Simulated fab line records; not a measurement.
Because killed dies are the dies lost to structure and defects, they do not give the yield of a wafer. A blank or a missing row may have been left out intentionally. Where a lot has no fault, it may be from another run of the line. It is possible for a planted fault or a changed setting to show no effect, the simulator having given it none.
Matching of chambers -- flow sfqLine -- SFQ_TRILAYER_I1_CMP_CMP_046 on cmp-02 has 4 sister chambers
The step polishes SiO2. 4 wafers are shown with their chamber, then 7 later ones without.

== WAFERS PAIRED WITH THEIR CHAMBERS ==
wafer,chamber,motorCurrentA (A)
L748.6,1,9.1
L750.4,3,11.4
L751.1,0,10.2
L751.5,2,8.6

== WAFERS WITHOUT THEIR CHAMBER ==
wafer,motorCurrentA (A)
L751.6,8.5
L753.4,8.4
L753.2,10.2
L753.6,8.5
L754.3,8.8
L754.4,12.0
L754.2,8.5

== THE CHAMBER EACH PASSED THROUGH ==
wafer,from the rows above,in truth
L751.6,can't be placed: 2 or 1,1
L753.4,can't be placed: 2 or 1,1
L753.2,0,0
L753.6,can't be placed: 2 or 1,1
L754.3,can't be placed: 2 or 1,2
L754.4,3,3
L754.2,can't be placed: 2 or 1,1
Placed correctly: 2 of 7. Not placeable from these rows: 5 (in 5, the candidates include the true chamber). Wrongly placed: 0.
How it was worked out, from the rows above alone: a wafer's distance from a chamber is the root of the sum, over the readings, of the square of ((its reading less the chamber's mean) divided by the reading's scatter). The wafer belongs to the nearest chamber; if the next one is less than 2 further off, it can't be placed. For every chamber, the mean is computed from those of its wafers that are shown. The scatter: with one shown wafer a chamber, the root of the mean of the squares of how far each hidden wafer lies from its nearest shown one.
